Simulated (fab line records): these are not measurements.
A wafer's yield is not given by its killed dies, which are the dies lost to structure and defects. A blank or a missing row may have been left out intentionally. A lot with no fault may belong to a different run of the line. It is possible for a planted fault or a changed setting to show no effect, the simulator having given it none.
fab line records | flow gf180mcu
[record] lots = 15 | wafers = 45 | last-day = 34
route steps=602 shown MVSD@75
lots that met no fault: taken from a fault-free run of the same line
start-h: the number of hours between the record's first day and the start of the first shown wafer of the lot | wait-h: hours since the lot's step before | " same as the row above | L1.1+2: one row covering several wafers at once | - no value, or no start given | * or withheld: withheld | < > ~ a bound
route shown NAME@n: a module of which the file shows steps, and the number in the route of the first | usual: mean and standard deviation over wafers with no fault | same: alike in all rows | chamber/n: place in a boat | sites: readings site by site | _std_site: the standard deviation of these | _edge_site: mean of outer sites minus mean of inner sites | radius-mm: for every site, how far away it sits from the centre of the wafer | mask NAME#n: copy n | behind: tool/chamber where the wafer was last shaped | hold: reason for holding the lot/hours on hold/outcome of the hold | device: the transistor (n, p or np) that didn't switch | end of line: at the end of the route, the tests of the same wafers | for a step that has no rows: nothing shown but its recipe | killed: not the wafer's yield, but the dies lost to structure and defects at the first sort | map: a wafer's dies, x killed, . not, _ none there
set.NAME: the setting that was run; set.NAME@STEP: the one run at that earlier step | model.NAME: the simulator's own value behind a step, which no gauge read
the route's steps for a sample of lots (tables are steps, rows are wafers)
services: when a tool's chamber went out of use (start-h, in hours from the record's first day, below 0 if earlier), for how many hours, and the reason
[[steps]]
[step GF_MVSD_IMPLANT_09]
[recipe] species = P | energy-kev = 100 | dose-cm2 = 5e+12 | tilt-deg = 0
[usual] tilt-deg = -0.004/0.018
lot.wafer | tool         | chamber | start-h | wait-h | tilt-deg
L399.1    | implanter-03 | 0       | 82.29   | 0.1    | 0.008
L399.2    | "            | 0       | "       | "      | -0.017
L399.6    | "            | 0       | "       | "      | 0.002
L400.3    | implanter-04 | 0       | 89.09   | 0.1    | -0.020
L400.4    | "            | 0       | "       | "      | -0.024
L400.5    | "            | 0       | "       | "      | -0.020
L401.2    | implanter-04 | 0       | 93.97   | 0.1    | -0.018
L401.3    | "            | 0       | "       | "      | 0.004
L401.6    | "            | 0       | "       | "      | -0.008
L403.1    | implanter-04 | 0       | 106.85  | 0.1    | -0.001
L403.4    | "            | 0       | "       | "      | -0.014
L403.6    | "            | 0       | "       | "      | 0.006
L404.1    | implanter-03 | 0       | 111.90  | 0.1    | -0.053
L404.3    | "            | 0       | "       | "      | -0.005
L404.6    | "            | 0       | "       | "      | -0.017
L405.2    | implanter-03 | 0       | 119.92  | 0.1    | -0.030
L405.3    | "            | 0       | "       | "      | 0.026
L405.6    | "            | 0       | "       | "      | 0.014
L406.1    | implanter-03 | 0       | 125.81  | 0.1    | -0.012
L406.4    | "            | 0       | "       | "      | 0.005
L406.6    | "            | 0       | "       | "      | -0.007
L408.2    | implanter-03 | 0       | 134.72  | 0.1    | 0.010
L408.4    | "            | 0       | "       | "      | 0.001
L408.5    | "            | 0       | "       | "      | 0.001
L409.1    | implanter-01 | 0       | 139.79  | 0.1    | -0.021
L409.2    | "            | 0       | "       | "      | -0.009
L409.3    | "            | 0       | "       | "      | -0.017
L413.2    | implanter-03 | 0       | 165.08  | 0.1    | -0.003
L413.4    | "            | 0       | "       | "      | 0.008
L413.6    | "            | 0       | "       | "      | 0.037
L414.1    | implanter-03 | 0       | 169.84  | 0.1    | 8.818
L414.4    | "            | 0       | "       | "      | 8.812
L414.6    | "            | 0       | "       | "      | 8.769
L415.2    | implanter-01 | 0       | 177.22  | 0.1    | -0.006
L415.4    | "            | 0       | "       | "      | -0.007
L415.5    | "            | 0       | "       | "      | -0.010
L416.2    | implanter-03 | 0       | 179.88  | 0.1    | 8.773
L416.4    | "            | 0       | "       | "      | 8.761
L416.6    | "            | 0       | "       | "      | 8.776
L417.3    | implanter-03 | 0       | 190.14  | 0.1    | 8.802
L417.4    | "            | 0       | "       | "      | 8.789
L417.5    | "            | 0       | "       | "      | 8.805
L420.1    | implanter-04 | 0       | 203.79  | 0.1    | -0.014
L420.3    | "            | 0       | "       | "      | -0.006
L420.5    | "            | 0       | "       | "      | -0.020
[step GF_MVSD_TW_MEAS_11]
[usual] MVSD_TW = 1588/7.2
lot.wafer | tool          | chamber | start-h | wait-h | hold                     | MVSD_TW
L399.1    | film-metro-04 | -       | 82.54   | 0.1    | -                        | 1603
L399.2    | "             | -       | "       | "      | -                        | 1598
L399.6    | "             | -       | "       | "      | -                        | 1596
L400.3    | film-metro-01 | -       | 89.31   | 0.1    | -                        | 1583
L400.4    | "             | -       | "       | "      | -                        | 1590
L400.5    | "             | -       | "       | "      | -                        | 1582
L401.2    | film-metro-04 | -       | 94.20   | 0.1    | -                        | 1605
L401.3    | "             | -       | "       | "      | -                        | 1607
L401.6    | "             | -       | "       | "      | -                        | 1600
L403.1    | film-metro-02 | -       | 107.10  | 0.1    | -                        | 1591
L403.4    | "             | -       | "       | "      | -                        | 1590
L403.6    | "             | -       | "       | "      | -                        | 1585
L404.1    | film-metro-01 | -       | 112.15  | 0.1    | -                        | 1582
L404.3    | "             | -       | "       | "      | -                        | 1584
L404.6    | "             | -       | "       | "      | -                        | 1585
L405.2    | film-metro-01 | -       | 120.16  | 0.1    | -                        | 1599
L405.3    | "             | -       | "       | "      | -                        | 1589
L405.6    | "             | -       | "       | "      | -                        | 1595
L406.1    | film-metro-04 | -       | 126.06  | 0.1    | -                        | 1576
L406.4    | "             | -       | "       | "      | -                        | 1587
L406.6    | "             | -       | "       | "      | -                        | 1593
L408.2    | film-metro-01 | -       | 134.95  | 0.1    | -                        | 1591
L408.4    | "             | -       | "       | "      | -                        | 1584
L408.5    | "             | -       | "       | "      | -                        | 1588
L409.1    | film-metro-02 | -       | 140.04  | 0.1    | -                        | 1583
L409.2    | "             | -       | "       | "      | -                        | 1580
L409.3    | "             | -       | "       | "      | -                        | 1585
L413.2    | film-metro-01 | -       | 165.32  | 0.1    | -                        | 1586
L413.4    | "             | -       | "       | "      | -                        | 1592
L413.6    | "             | -       | "       | "      | -                        | 1588
L414.1    | film-metro-04 | -       | 170.09  | 0.1    | await-dispo/0.2h/release | 1622
L414.4    | "             | -       | "       | "      | await-dispo/0.2h/release | 1626
L414.6    | "             | -       | "       | "      | await-dispo/0.2h/release | 1613
L414.1    | film-metro-04 | -       | 170.32  | 0.2    | -                        | 1606
L414.4    | "             | -       | "       | "      | -                        | 1622
L414.6    | "             | -       | "       | "      | -                        | 1610
L415.2    | film-metro-04 | -       | 177.45  | 0.1    | -                        | 1584
L415.4    | "             | -       | "       | "      | -                        | 1586
L415.5    | "             | -       | "       | "      | -                        | 1592
L416.2    | film-metro-01 | -       | 180.12  | 0.1    | -                        | 1608
L416.4    | "             | -       | "       | "      | -                        | 1613
L416.6    | "             | -       | "       | "      | -                        | 1612
L417.3    | film-metro-02 | -       | 190.36  | 0.1    | await-dispo/0.2h/release | 1621
L417.4    | "             | -       | "       | "      | await-dispo/0.2h/release | 1628
L417.5    | "             | -       | "       | "      | await-dispo/0.2h/release | 1618
L417.3    | film-metro-02 | -       | 190.59  | 0.2    | -                        | 1617
L417.4    | "             | -       | "       | "      | -                        | 1620
L417.5    | "             | -       | "       | "      | -                        | 1614
L420.1    | film-metro-01 | -       | 204.04  | 0.1    | -                        | 1581
L420.3    | "             | -       | "       | "      | -                        | 1583
L420.5    | "             | -       | "       | "      | -                        | 1582
[[services]]
tool         | chamber | start-h | hours | kind
implanter-03 | -       | 71.08   | 9.2   | repair
implanter-04 | -       | 99.57   | 2.7   | pm
implanter-01 | -       | 115.23  | 20.5  | repair
implanter-04 | -       | 173.27  | 14.0  | pm
[[key]]
[first-sign] step = GF_MVSD_IMPLANT_09 | reading = tilt-deg | direction = up | sigmas = 99+ | usual = -0.004 | struck = 8.790
[effect] step = GF_MVSD_TW_MEAS_11 | reading = visit | direction = added
met-at GF_MVSD_IMPLANT_09
struck-lots L414,L416,L417
tester-left-out L414,L416,L417
onset-between 165.08 169.84
[fault] kind = process-parameter-drift | tool = implanter-03 | chamber = - | onset-h = 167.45 | steps = GF_MVSD_IMPLANT_09 | channel = tilt-deg | offset = 8.785 | shape = step | end-h = 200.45 | acts-in = these-recipes-only | stated = 0
// tester-left-out: of these lots the tester's yield and bins aren't shown, on N5 and GAA mostly nor the transistor test; their killed dies are dies lost to structure and defects alone, not to doping, threshold or leakage, so they don't give the yield
